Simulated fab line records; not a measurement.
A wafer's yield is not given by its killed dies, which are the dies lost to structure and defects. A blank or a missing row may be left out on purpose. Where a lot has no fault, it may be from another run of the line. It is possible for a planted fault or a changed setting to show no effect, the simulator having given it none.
Which tool is to blame?    flow gf180mcu    11 lots, 33 wafers sampled, at 6 steps of a route of 602

WHAT THE GAUGES SHOWED, per wafer
GF_HV_LDD_TW_MEAS_38. Usual: HV_LDD_3_TW typically reads 1430, with standard deviation 12.
lot   measured      on             HV_LDD_3_TW     flag
L647  day 12 11:27  film metro-02  1429 1432 1435  
L648  day 13 01:16  film metro-01  1456 1461 1452  
L651  day 14 05:19  film metro-04  1410 1412 1416  
L653  day 14 17:46  film metro-04  1419 1406 1407  
L655  day 16 01:12  film metro-04  1434 1427 1435  
L656  day 16 05:21  film metro-04  1431 1431 1434  
L657  day 16 05:43  film metro-04  1432 1430 1431  
L658  day 16 10:16  film metro-04  1432 1426 1422  
L659  day 17 00:13  film metro-01  1457 1451 1459  
L660  day 17 03:25  film metro-02  1430 1427 1428  
L666  day 18 23:41  film metro-04  1427 1416 1424  

GF_V2_RS_MEAS_24: uses a four-point probe to measure. Usual: V2_W_RS typically reads 0.327 ohm/sq, with standard deviation 0.0037.
lot   measured      on             V2_W_RS (ohm/sq)   flag
L647  day 21 11:44  film metro-02  0.329 0.331 0.329  
L648  day 22 00:49  film metro-01  0.329 0.330 0.332  
L651  day 23 07:10  film metro-02  0.327 0.324 0.326  
L653  day 23 20:56  film metro-04  0.318 0.320 0.322  
L655  day 25 03:59  film metro-02  0.331 0.330 0.333  
L656  day 25 08:24  film metro-01  0.329 0.328 0.327  
L657  day 25 09:25  film metro-04  0.326 0.329 0.325  
L658  day 25 13:23  film metro-02  0.326 0.323 0.324  
L659  day 26 01:52  film metro-04  0.309 0.330 0.332  
L660  day 26 06:23  film metro-01  0.300 0.325 0.326  
L666  day 27 20:23  film metro-02  0.321 0.325 0.322  

GF_V2_THK_MEAS_25: measures by xrf. Usual: V2_W_THK typically reads 356 nm, with standard deviation 3.8.
lot   measured      on             V2_W_THK (nm)  flag
L647  day 21 11:51  film metro-02  356 356 355    
L648  day 22 00:55  film metro-01  353 352 350    
L651  day 23 07:16  film metro-02  357 362 356    
L653  day 23 21:03  film metro-04  361 357 357    
L655  day 25 04:07  film metro-02  359 357 352    
L656  day 25 08:31  film metro-01  355 358 354    
L657  day 25 09:32  film metro-04  360 355 358    
L658  day 25 13:31  film metro-02  362 362 363    
L659  day 26 01:59  film metro-04  380 357 352    
L660  day 26 06:29  film metro-01  388 356 355    
L666  day 27 20:29  film metro-02  361 354 358    

TOOL THAT RAN EACH LOT (tool first, then ch and the chambers of the sampled wafers, then the start)
lot   GF_PSD_RTA_13                     GF_CONTACT_ETCH_17                             GF_V2_CVD_23
L647  rtp anneal-01 ch 0, day 15 07:23  rie diel-02 ch 0,1,3, day 21 11:37 or earlier  cvd w-02 ch 0,1, day 21 11:37
L648  rtp anneal-02 ch 0, day 15 20:37  rie diel-03 ch 0,3, day 22 00:41 or earlier    cvd w-02 ch 0,1, day 22 00:41
L651  rtp anneal-01 ch 0, day 17 02:46  rie diel-02 ch 0,1, day 23 07:00 or earlier    cvd w-01 ch 0,1, day 23 07:00
L653  rtp anneal-01 ch 0, day 17 17:16  rie diel-03 ch 2,3, day 23 20:49 or earlier    cvd w-01 ch 0, day 23 20:49
L655  rtp anneal-01 ch 0, day 19 01:11  rie diel-04 ch 0,1,3, day 25 03:53 or earlier  cvd w-02 ch 0,1, day 25 03:53
L656  rtp anneal-02 ch 0, day 19 06:59  rie diel-03 ch 0,1,2, day 25 08:17 or earlier  cvd w-02 ch 0,1, day 25 08:17
L657  rtp anneal-01 ch 0, day 19 07:17  rie diel-02 ch 0,2,3, day 25 09:19 or earlier  cvd w-01 ch 0,1, day 25 09:19
L658  rtp anneal-01 ch 0, day 19 11:01  rie diel-04 ch 1, day 25 13:17 or earlier      cvd w-01 ch 0, day 25 13:17
L659  rtp anneal-01 ch 0, day 20 01:16  rie diel-03 ch 0,1,2, day 26 01:46 or earlier  cvd w-02 ch 0,1, day 26 01:46
L660  rtp anneal-02 ch 0, day 20 04:52  rie diel-03 ch 0,1,2, day 26 06:16 or earlier  cvd w-02 ch 0,1, day 26 06:16
L666  rtp anneal-02 ch 0, day 22 00:40  rie diel-03 ch 1,3, day 27 20:14 or earlier    cvd w-01 ch 0,1, day 27 20:14
- GF_PSD_RTA_13: time 20 s.
- GF_CONTACT_ETCH_17: etches SiO2 in C4F8/O2/Ar, stops on CoSi2, target depth 860 nm.
- GF_V2_CVD_23: deposits W, target thk 350 nm, time 104.94 s.

AS READ BY THE TOOLS THEMSELVES (means over the sampled wafers that have a number; for cases with no such wafer, the mark the record gives instead)
GF_PSD_RTA_13. Usual: chamber o2 ppm 1.998, standard deviation 0.025; lamp power pct 30.17 %, standard deviation 0.15; wafer_temp_C_max 1029.8, standard deviation 2.4.
lot   tool           chamber o2 ppm  lamp power pct (%)  wafer_temp_C_max  flag
L647  rtp anneal-01  1.999           30.05               1028.3            
L648  rtp anneal-02  1.984           30.39               1033.5            
L651  rtp anneal-01  1.980           30.07               1028.1            
L653  rtp anneal-01  2.021           30.09               1029.2            
L655  rtp anneal-01  2.038           30.07               1028.4            
L656  rtp anneal-02  1.995           30.37               1035.8            
L657  rtp anneal-01  2.032           30.07               1028.0            
L658  rtp anneal-01  2.019           30.07               1028.6            
L659  rtp anneal-01  2.008           30.06               1028.0            
L660  rtp anneal-02  2.005           30.37               1032.0            
L666  rtp anneal-02  1.998           30.37               1031.7            

GF_CONTACT_ETCH_17. Usual: oes product au at 0.814 a.u., with a standard deviation of 0.0049.
lot   tool         oes product au (a.u.)  flag
L647  rie diel-02  0.817                  
L648  rie diel-03  0.815                  
L651  rie diel-02  0.819                  
L653  rie diel-03  0.813                  
L655  rie diel-04  0.820                  
L656  rie diel-03  0.813                  
L657  rie diel-02  0.810                  
L658  rie diel-04  0.813                  
L659  rie diel-03  0.815                  
L660  rie diel-03  0.814                  
L666  rie diel-03  0.811                  

GF_V2_CVD_23. Usual: heater power outer w 544 W, standard deviation 92; heater power w 831 W, standard deviation 160.
lot   tool      heater power outer w (W)  heater power w (W)  flag
L647  cvd w-02  466                       691                 
L648  cvd w-02  447                       672                 
L651  cvd w-01  597                       931                 
L653  cvd w-01  563                       857                 
L655  cvd w-02  447                       669                 
L656  cvd w-02  477                       685                 
L657  cvd w-01  634                       973                 
L658  cvd w-01  558                       866                 
L659  cvd w-02  451                       668                 
L660  cvd w-02  443                       667                 
L666  cvd w-01  637                       999                 

THE ANSWER, worked out from the rows above alone
Rule: lot off if the mean of its wafers having a number is beyond 3 standard deviations from the usual mean. Also off: a lot with no number at a reading for which 4 or more lots have one. Any other lot the step has rows for is counted as sound. Order of review: gauges by route order, followed by the tools' own readings, for which a lot's mean as printed above is used. At the first step where some lot is off, the reading lying furthest off is the one used; lots without a number count as furthest.
No lot is off at any reading shown: from this, nothing can be told.

WHAT THE SIMULATOR PUT IN
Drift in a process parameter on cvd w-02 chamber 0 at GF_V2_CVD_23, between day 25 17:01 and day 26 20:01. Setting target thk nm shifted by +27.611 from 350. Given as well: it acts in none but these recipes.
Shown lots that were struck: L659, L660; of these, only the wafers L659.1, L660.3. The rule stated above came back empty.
